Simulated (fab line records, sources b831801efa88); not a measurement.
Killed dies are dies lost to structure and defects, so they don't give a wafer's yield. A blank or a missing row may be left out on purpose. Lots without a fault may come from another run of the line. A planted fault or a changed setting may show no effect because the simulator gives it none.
Which tool did it? | flow gf180mcu | 13 lots, 39 wafers sampled, at 4 steps of a route of 602

WHAT THE GAUGES READ, wafer by wafer
GF_HV_LDD_CD_MEAS_46: target cd 400 nm. Usual: cd_nm 399.7 nm, standard deviation 2.3.
lot  | measured     | on        | cd_nm (nm)        | flag
L845 | day 12 05:40 | cd_sem-01 | 404.7 402.8 403.7 |
L848 | day 13 00:59 | cd_sem-02 | 400.1 400.5 399.3 |
L850 | day 13 19:44 | cd_sem-01 | 397.1 395.8 396.9 |
L851 | day 14 11:10 | cd_sem-02 | 398.9 398.6 398.1 |
L852 | day 14 21:59 | cd_sem-02 | 397.3 396.1 396.4 |
L853 | day 15 03:47 | cd_sem-01 | 396.3 394.2 394.1 |
L854 | day 15 11:37 | cd_sem-02 | 403.5 404.2 402.0 |
L855 | day 15 18:59 | cd_sem-01 | 397.0 398.6 399.9 |
L856 | day 16 05:15 | cd_sem-02 | 399.2 398.8 399.6 |
L863 | day 18 17:12 | cd_sem-01 | 402.0 400.8 399.9 |
L864 | day 19 01:26 | cd_sem-02 | 398.8 400.9 399.5 |
L868 | day 19 23:27 | cd_sem-02 | 397.4 396.8 398.8 |
L867 | day 20 02:41 | cd_sem-01 | 398.3 399.4 398.0 |

GF_HV_LDD_TW_MEAS_50. Usual: HV_LDD_4_TW 570, standard deviation 4.6.
lot  | measured     | on            | HV_LDD_4_TW | flag
L845 | day 12 06:04 | film_metro-02 | 566 567 567 |
L848 | day 13 01:24 | film_metro-02 | 574 575 570 |
L850 | day 13 20:08 | film_metro-04 | 572 572 572 |
L851 | day 14 11:34 | film_metro-02 | 572 568 571 |
L852 | day 14 22:24 | film_metro-04 | 574 579 576 |
L853 | day 15 04:11 | film_metro-03 | 563 564 564 |
L854 | day 15 12:01 | film_metro-03 | 560 561 561 |
L855 | day 15 19:23 | film_metro-03 | 565 567 566 |
L856 | day 16 05:39 | film_metro-03 | 565 571 570 |
L863 | day 18 17:35 | film_metro-03 | 556 552 547 | OFF
L864 | day 19 01:49 | film_metro-03 | 553 555 551 | OFF
L868 | day 19 23:50 | film_metro-02 | 575 574 572 |
L867 | day 20 03:04 | film_metro-03 | 572 570 569 |

WHICH TOOL RAN EACH LOT (tool, then ch and the chambers of the sampled wafers, then the start)
lot  | GF_VT_IMPLANT_STRIP_42               | GF_HV_LDD_IMPLANT_48
L845 | plasma_asher-02 ch 0,1, day 7 10:17  | implanter-02 ch 0, day 12 05:50
L848 | plasma_asher-02 ch 1, day 8 05:11    | implanter-04 ch 0, day 13 01:09
L850 | plasma_asher-02 ch 0,1, day 8 20:18  | implanter-02 ch 0, day 13 19:53
L851 | plasma_asher-02 ch 0,1, day 9 03:45  | implanter-02 ch 0, day 14 11:19
L852 | plasma_asher-02 ch 0,1, day 9 14:21  | implanter-04 ch 0, day 14 22:09
L853 | plasma_asher-03 ch 0,1, day 9 17:44  | implanter-02 ch 0, day 15 03:56
L854 | plasma_asher-02 ch 0,1, day 10 01:44 | implanter-04 ch 0, day 15 11:46
L855 | plasma_asher-02 ch 0,1, day 10 07:22 | implanter-02 ch 0, day 15 19:08
L856 | plasma_asher-04 ch 0,1, day 10 13:08 | implanter-02 ch 0, day 16 05:25
L863 | plasma_asher-03 ch 0,1, day 12 22:57 | implanter-04 ch 0, day 18 17:22
L864 | plasma_asher-02 ch 0,1, day 13 04:01 | implanter-04 ch 0, day 19 01:36
L868 | plasma_asher-04 ch 0,1, day 13 22:12 | implanter-03 ch 0, day 19 23:37
L867 | plasma_asher-03 ch 0,1, day 14 01:35 | implanter-02 ch 0, day 20 02:50
- GF_VT_IMPLANT_STRIP_42: strips in O2/N2.
- GF_HV_LDD_IMPLANT_48

WHAT THE TOOLS THEMSELVES READ (means of the sampled wafers that have a number; where no wafer has one, the mark that the record gives instead)
GF_VT_IMPLANT_STRIP_42. Usual: drypump_motor_current_A 6.10 A, standard deviation 0.29; heater_power_w 344 W, standard deviation 32; oes_product_au 0.716 a.u., standard deviation 0.0047; strip_time_to_endpoint_s 12.643 s, standard deviation 0.03.
lot  | tool            | drypump_motor_current_A (A) | heater_power_w (W) | oes_product_au (a.u.) | strip_time_to_endpoint_s (s) | flag
L845 | plasma_asher-02 | 6.26                        | 378                | 0.719                 | 12.642                       |
L848 | plasma_asher-02 | 6.34                        | 387                | 0.716                 | 12.683                       |
L850 | plasma_asher-02 | 6.24                        | 374                | 0.714                 | 12.673                       |
L851 | plasma_asher-02 | 6.23                        | 374                | 0.717                 | 12.666                       |
L852 | plasma_asher-02 | 6.20                        | 368                | 0.717                 | 12.626                       |
L853 | plasma_asher-03 | 6.33                        | 303                | 0.715                 | 12.613                       |
L854 | plasma_asher-02 | 6.18                        | 368                | 0.716                 | 12.652                       |
L855 | plasma_asher-02 | 6.25                        | 375                | 0.719                 | 12.665                       |
L856 | plasma_asher-04 | 5.97                        | 322                | 0.717                 | 12.632                       |
L863 | plasma_asher-03 | 6.22                        | 318                | 0.715                 | 12.654                       |
L864 | plasma_asher-02 | 6.19                        | 364                | 0.720                 | 12.657                       |
L868 | plasma_asher-04 | 5.73                        | 321                | 0.716                 | 12.614                       |
L867 | plasma_asher-03 | 6.31                        | 302                | 0.715                 | 12.649                       |

THE ANSWER, worked out from the rows above alone
Rule: a lot is off if the mean of its wafers that have a number lies more than 3 standard deviations from the usual mean. A lot without any number at a reading at which 4 lots or more have one is off too. The other lots that the step has rows for count as sound. The gauges are gone through in route order, then the tools' own readings, and for those a lot's mean is taken as printed above. The first step at which some lot is off is used, and at that step the reading that is off furthest; a lot without a number counts as furthest.
Off: L863, L864, at GF_HV_LDD_TW_MEAS_50 (HV_LDD_4_TW).
A tool fits if, at a process step before that reading, it ran every lot that is off, and no sound lot after the first of them. The gauges at GF_HV_LDD_TW_MEAS_50 are tried like those tools. One fits: implanter-04 at GF_HV_LDD_IMPLANT_48. Its last sound lot is L854 (day 15 11:46), its first lot that is off L863 (day 18 17:22): a fault that began between those two fits.

WHAT THE SIMULATOR HAD PUT IN
Process parameter drift: implanter-04, from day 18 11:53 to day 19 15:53, at GF_HV_LDD_IMPLANT_48. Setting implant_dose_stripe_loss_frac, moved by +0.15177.
Lots struck among those shown: L863, L864. The rule above found the same.
